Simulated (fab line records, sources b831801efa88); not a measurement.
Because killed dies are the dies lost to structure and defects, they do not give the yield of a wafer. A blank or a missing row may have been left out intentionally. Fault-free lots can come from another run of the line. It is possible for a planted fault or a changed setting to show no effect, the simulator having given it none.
A struck lot beside a sound one    flow sky130    26 steps out of a route of 708
Sound: these wafers, L339.1, L339.3, L339.4. Struck: wafers L350.2, L350.5, L350.6. Last of all comes the cause.
Order at every step that has rows: each side's tool, ch and its chambers, its first start. Under that, the readings that differ: sound wafers    struck wafers    difference of the means    sigmas: that difference in standard deviations of wafers without a fault.
alike: same words and numbers on both sides, and readings whose means sit less than 2 such deviations apart. not compared: any withheld reading, any reading some wafer has no value for, any bound like >300 that may hide the same value, and any number with overlapping values for which the record gives no deviation.
Wherever a step has rows on one side only, a row that says differs or no value, or a row with sigmas, the two part there. Numbers that don't overlap but have no deviation are shown without sigmas and don't part them. Lack of a reading on every wafer of one side parts them only where that side has two or more wafers.

first, 3 steps without rows for these wafers: SKY_FIELD_ISO_WET_ETCH_30 (etches SiO2 in dHF, target depth 25 nm, time 50 s); SKY_NWELL_CLEAN_00 (cleans in SC1/SC2, time 150 s); SKY_NWELL_OXIDATION_01 (stabilise 600 s, purge 300 s, target thk 10 nm).
SKY_NWELL_THK_MEAS_02:
  struck on filmMetro-03, day 4 22:50; sound on filmMetro-02, day 2 16:20
  alike: NWELL_OXIDATION_THK
then, 8 steps without rows for these wafers: SKY_DNWELL_DEHYDRATE_00 (time 60 s); SKY_DNWELL_HMDS_01 (prime time 60 s); SKY_DNWELL_COAT_02 (resist thk 3000 nm); SKY_DNWELL_SOFTBAKE_03; SKY_DNWELL_EXPOSE_04 (exposes mask DNM, target cd 3000 nm); SKY_DNWELL_PEB_05; SKY_DNWELL_DEVELOP_06 (develop time 60 s); SKY_DNWELL_IMPLANT_07.
SKY_DNWELL_STRIP_08: strips in O2/N2.
  sound on plasmaAsher-04 ch 0,1, day 3 07:32; struck on plasmaAsher-01 ch 0,1, day 5 16:01
  no value came back on the struck wafers for chamberPressureMTorr (mTorr), drypumpMotorCurrentA (A), oesProductAu (a.u.), stripTimeToEndpointS (s); on the sound wafers chamberPressureMTorr (mTorr) reads 1499.6 1498.9 1499.8
reading                                  sound  struck          difference  sigmas
model.coat_of_DNWELL_COAT_02.thkNm (nm)  0 0 0  2982 2977 2983  +2981       
  not compared: rfHoursCounterH
SKY_DNWELL_TW_MEAS_09:
  struck on filmMetro-02, day 5 16:07; sound on filmMetro-03, day 3 07:38
reading    sound           struck          difference  sigmas
DNWELL_TW  1112 1109 1113  1139 1137 1144  +29         +3
then, 7 steps without rows for these wafers: SKY_PWDE_DEHYDRATE_00 (time 60 s); SKY_PWDE_HMDS_01 (prime time 60 s); SKY_PWDE_COAT_02 (resist thk 3000 nm); SKY_PWDE_SOFTBAKE_03; SKY_PWDE_EXPOSE_04 (exposes mask PWDEM, target cd 840 nm); SKY_PWDE_PEB_05; SKY_PWDE_DEVELOP_06 (develop time 60 s).
SKY_PWDE_OVL_MEAS_07:
  struck on overlay-01, day 6 10:19; sound on overlay-01, day 3 23:08
  alike: PWDE_OVL
after that, 1 step had no rows for these wafers: SKY_PWDE_IMPLANT_08.
SKY_PWDE_STRIP_09: strips in O2/N2.
  sound on plasmaAsher-01 ch 0,1, day 3 23:19; struck on plasmaAsher-01 ch 0,1, day 6 10:29
reading                   sound              struck             difference  sigmas
oesProductAu (a.u.)       0.722 0.721 0.728  0.736 0.743 0.738  +0.015      +3
stripTimeToEndpointS (s)  36.98 36.95 36.93  80.85 80.68 80.82  +43.83      +99 or more
  alike: chamberPressureMTorr, drypumpMotorCurrentA
  not compared: rfHoursCounterH
SKY_PWDE_TW_MEAS_10:
  struck on filmMetro-02, day 6 10:36; sound on filmMetro-04, day 3 23:25
reading  sound        struck    difference  sigmas
PWDE_TW  375 374 370  31 31 31  -342        -99 or more
then, 1 step without rows for these wafers: SKY_NWELL_DEHYDRATE_03 (time 60 s).

== WHERE THEY PART ==
Last at SKY_PWDE_TW_MEAS_10 as far as this record goes, first at SKY_DNWELL_STRIP_08.

WHY: what had been put in by the simulator
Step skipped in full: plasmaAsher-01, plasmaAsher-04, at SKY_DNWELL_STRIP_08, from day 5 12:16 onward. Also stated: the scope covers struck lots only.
